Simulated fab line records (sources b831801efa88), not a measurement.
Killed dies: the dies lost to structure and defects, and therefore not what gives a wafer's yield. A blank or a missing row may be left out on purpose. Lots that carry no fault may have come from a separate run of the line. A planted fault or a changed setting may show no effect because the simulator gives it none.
A lot that was struck, set against a sound lot || flow sky130 || 16 steps out of a route of 708
Sound: these wafers, L170.3, L170.5, L170.6. Struck: wafer L189.1 (left out: L189.4, L189.6 of the same lot, which were not struck); the cause appears at the end.
Each step with rows lists, per side, the tool, then ch with its chambers, then its first start. Under that, the readings that differ: sound wafers || struck wafers || difference of the means || sigmas: that difference in standard deviations of wafers without a fault.
alike: words and numbers the same on both sides, and readings whose means are apart by under 2 such deviations; not compared: readings that were withheld, readings missing a value for some wafer, numbers with overlapping values and no deviation given by the record, and bounds like >300 which may hide the same value.
A row with sigmas, a row that says differs or no value, or rows on one side alone: a step with any of these is where the two part. Non-overlapping numbers with no deviation appear without sigmas and do not part them. A reading that every wafer of one side lacks parts them only if that side has two wafers or more.

first, 2 steps without rows for these wafers: SKY_METAL4_PEB_11; SKY_METAL4_DEVELOP_12 (develop time 60 s).
SKY_METAL4_CD_MEAS_13: target cd 300 nm.
  sound on cdSem-02, day 42 15:44; struck on cdSem-02, day 48 10:26
{"reading": "cdNm (nm)", "sound": "297.9 298.4 299.4", "struck": 301.1, "difference": "+2.5", "sigmas": "+2"}
SKY_METAL4_OVL_MEAS_14:
  sound on overlay-02, day 42 15:49; struck on overlay-02, day 48 10:34
  alike: METAL4_OVL
SKY_METAL4_DESCUM_15: chemistry O2, time 8 s.
  sound on rieMetal-04 ch 0,1, day 42 15:51; struck on rieMetal-01 ch 0, day 48 10:35
{"reading": "oesProductAu (a.u.)", "sound": "0.985 0.988 0.986", "struck": 1.006, "difference": "+0.020", "sigmas": "+2"}
{"reading": "rfHoursCounterH (h)", "sound": "- - -", "struck": 23, "difference": "no value on the sound wafers", "sigmas": ""}
  alike: drypumpMotorCurrentA, tempC
SKY_METAL4_ETCH_16: etches BARC in N2/H2, stops on SiO2, time 88.2 s, target depth 60 nm.
  sound on rieMetal-04 ch 0,1, day 42 15:55; struck on rieMetal-01 ch 0, day 48 10:37
{"reading": "rfHoursCounterH (h)", "sound": "- - -", "struck": 23, "difference": "no value on the sound wafers", "sigmas": ""}
  alike: drypumpMotorCurrentA, oesProductAu, throttleValvePct
then, 1 step without rows for these wafers: SKY_METAL4_ETCH_17 (etches SiO2 in C4F8/O2/Ar, stops on TiN, time 3.9 s, target depth 15 nm).
SKY_METAL4_METAL_ETCH_18: etches the open film in Cl2/BCl3, stops on SiO2, target depth 845 nm, time 183.1 s.
  sound on rieMetal-02 ch 0,1, day 42 16:03; struck on rieMetal-02 ch 1, day 48 10:44
{"reading": "rfHoursCounterH (h)", "sound": "- - -", "struck": 24, "difference": "no value on the sound wafers", "sigmas": ""}
  alike: drypumpMotorCurrentA, oesProductAu, throttleValvePct
SKY_METAL4_STRIP_19: strips in O2/N2.
  sound on plasmaAsher-03 ch 0,1, day 42 16:12; struck on plasmaAsher-01 ch 0, day 48 10:55
{"reading": "drypumpMotorCurrentA (A)", "sound": "5.5 5.9 5.5", "struck": 4.7, "difference": -0.9, "sigmas": -2}
{"reading": "rfHoursCounterH (h)", "sound": "- - -", "struck": 97, "difference": "no value on the sound wafers", "sigmas": ""}
  alike: oesProductAu, stripTimeToEndpointS
then, 3 steps without rows for these wafers: SKY_METAL4_STRIP_20 (strips in post etch residue remover, time 1200 s); SKY_METAL4_CLEAN_21 (cleans in IPA, time 180 s); SKY_METAL4_CLEAN_22 (cleans in O3/DIW).
SKY_VIA4_HDPCVD_00: deposits SiO2, target thk 1750 nm, time 291.7 s.
  sound on hdpcvd-02 ch 0,1, day 42 17:10; struck on hdpcvd-02 ch 1, day 48 11:31
{"reading": "model.SiO2_of_VIA4_HDPCVD_00.thkNm (nm)", "sound": "1706 1718 1738", "struck": 804.8, "difference": -915.9, "sigmas": ""}
  alike: pressureMtorr
SKY_VIA4_THK_MEAS_01:
  sound on filmMetro-04, day 42 17:22; struck on filmMetro-04, day 48 11:42
{"reading": "VIA4_HDPCVD_THK (nm)", "sound": "1707 1717 1737", "struck": 804, "difference": -916, "sigmas": -44}
SKY_VIA4_CMP_02: polishes SiO2.
  sound on cmp-02 ch 1,2,3, day 42 17:45; struck on cmp-01 ch 1, day 48 11:49
  alike: motorCurrentA
-- the record jumps here: 3 days lie between the struck wafers' starts before and after (it left off in module VIA4 and takes up again in module PAD_OPEN, whose first step shown is number 708 of the route) --
SKY_PAD_OPEN_PROBE_99:
  sound on prober-01, day 46 20:03; struck on prober-01, day 51 15:24
{"reading": "model.etest.tester.sortNPass", "sound": "423 405 417", "struck": 222, "difference": -193, "sigmas": ""}
{"reading": "model.etest.tester.sortYieldPct (%)", "sound": "85.98 82.32 84.76", "struck": 45.12, "difference": -39.23, "sigmas": ""}
{"reading": "model.etest.tester.sort_bin_3_pct (%)", "sound": "0.6098 0.813 0.813", "struck": 36.79, "difference": "+36.04", "sigmas": ""}
{"reading": "model.etest.met5Comb.leakLog10AUm", "sound": "-11.87 -12.07 -11.87", "struck": -6.873, "difference": "+5.064", "sigmas": ""}
{"reading": "model.etest.tester.sort_bin_8_pct (%)", "sound": "0 0 0", "struck": 0.0002274, "difference": "+0.0002274", "sigmas": ""}
  alike: defectLimitedYield, killed_at_M0_to_M3, killed_at_M4_up, killedAtContacts, killedAtFrontEnd, killedAtOther, killedDies, killedOpen, killedShort

WHERE THEY PART
First at SKY_METAL4_CD_MEAS_13; last, within this record, at SKY_VIA4_THK_MEAS_01. Later steps at which nothing parts them and some readings are alike: SKY_VIA4_CMP_02, SKY_PAD_OPEN_PROBE_99.

WHY: what the simulator had put in
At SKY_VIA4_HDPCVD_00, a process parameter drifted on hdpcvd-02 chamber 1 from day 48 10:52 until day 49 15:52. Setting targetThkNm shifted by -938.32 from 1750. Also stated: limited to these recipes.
